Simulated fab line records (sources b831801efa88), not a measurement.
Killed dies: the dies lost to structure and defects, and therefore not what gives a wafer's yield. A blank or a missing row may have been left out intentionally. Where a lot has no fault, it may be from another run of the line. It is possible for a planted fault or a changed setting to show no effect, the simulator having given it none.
Problem report in the 8D (eight disciplines) form, filled by code || flow sky130 || the parts of the form that need people (team, actions taken, sign-off) are left out

== 1. WHAT WENT WRONG ==
At SKY_CONTACT_COAT_08, spin speed rpm averages 2721.1 rpm over 9 wafers from 3 lots, while fault-free wafers read 3000.1 rpm, standard deviation 2. That is -99 or more standard deviations from the usual mean.
The step: resist thk 60 nm.
First observed at day 33 10:31: wafer L536.1, on litho track-01. At this step, 45 wafers from 15 lots have a number in the record. The rule behind "out" and "out of limits": a value lying over 4 standard deviations away from the usual mean. The other wafers with a number count as sound.

== 2. WHAT IT IS, AND WHAT IT ISN'T ==
{"question": "which readings at this step", "is": "spin speed rpm", "is not": "-"}
{"question": "which lots", "is": "L536, L537, L539", "is not": "L530, L531, L532, L534, L535, L538, L545, L547, L548, L549, L550, L551"}
{"question": "which wafers of those lots", "is": "all that have a number", "is not": "-"}
{"question": "read on which tools", "is": "litho track-01", "is not": "litho track-02, litho track-03"}
{"question": "when", "is": "from day 33 10:31", "is not": "up to then (15 sound wafers); but 21 sound wafers of L538, L545, L547, L548, L549, L550, L551 came after"}

== 3. WHAT RULES OUT EACH SUSPECT ==
Counting: any tool at a process step up to the reading is kept as a suspect provided that every lot that is out went through it and no sound lot did after the first of them.
- litho track-01 at SKY_CONTACT_COAT_08 (resist thk 60 nm): ruled out as a lasting fault. The sound lots L551 went through it after L536, its earliest lot that is out (day 33 10:31).
Left after counting: nothing in the record.

== 4. THE CAUSE (what the simulator had put in) ==
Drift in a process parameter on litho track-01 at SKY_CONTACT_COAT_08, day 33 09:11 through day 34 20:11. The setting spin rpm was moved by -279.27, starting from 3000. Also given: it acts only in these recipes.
Counting ruled it out, wrongly.

== 5. THE EFFECT CHAIN, in route order ==
Each row: a reading whose mean over the struck wafers that have a number lies more than 3 standard deviations from the usual. Scope: only readings with a usual standard deviation given in the record; hours: median across lots of the time from each lot's start at the first step in this table that gives one to its start at this step; sigmas: change in usual standard deviations.
{"hours": 0, "step": "SKY_CONTACT_COAT_08", "reading": "spin speed rpm", "usual": "3000.1 rpm", "on struck wafers": 2721.1, "change": -279.0, "sigmas": "-99 or more"}
{"hours": 14, "step": "SKY_CONTACT_ETCH_16", "reading": "oes product au", "usual": "0.855 a.u.", "on struck wafers": 0.877, "change": "+0.022", "sigmas": "+4.5"}
Process steps it contains:
- SKY_CONTACT_COAT_08: resist thk 60 nm.
- SKY_CONTACT_ETCH_16: etches BARC in N2/H2, stops on SiO2, time 45.9 s, target depth 60 nm.

== 6. WHAT WOULD HAVE CAUGHT IT SOONER ==
In this record the first reading out of limits was taken at day 33 10:31, 1 hour after the fault began at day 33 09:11.
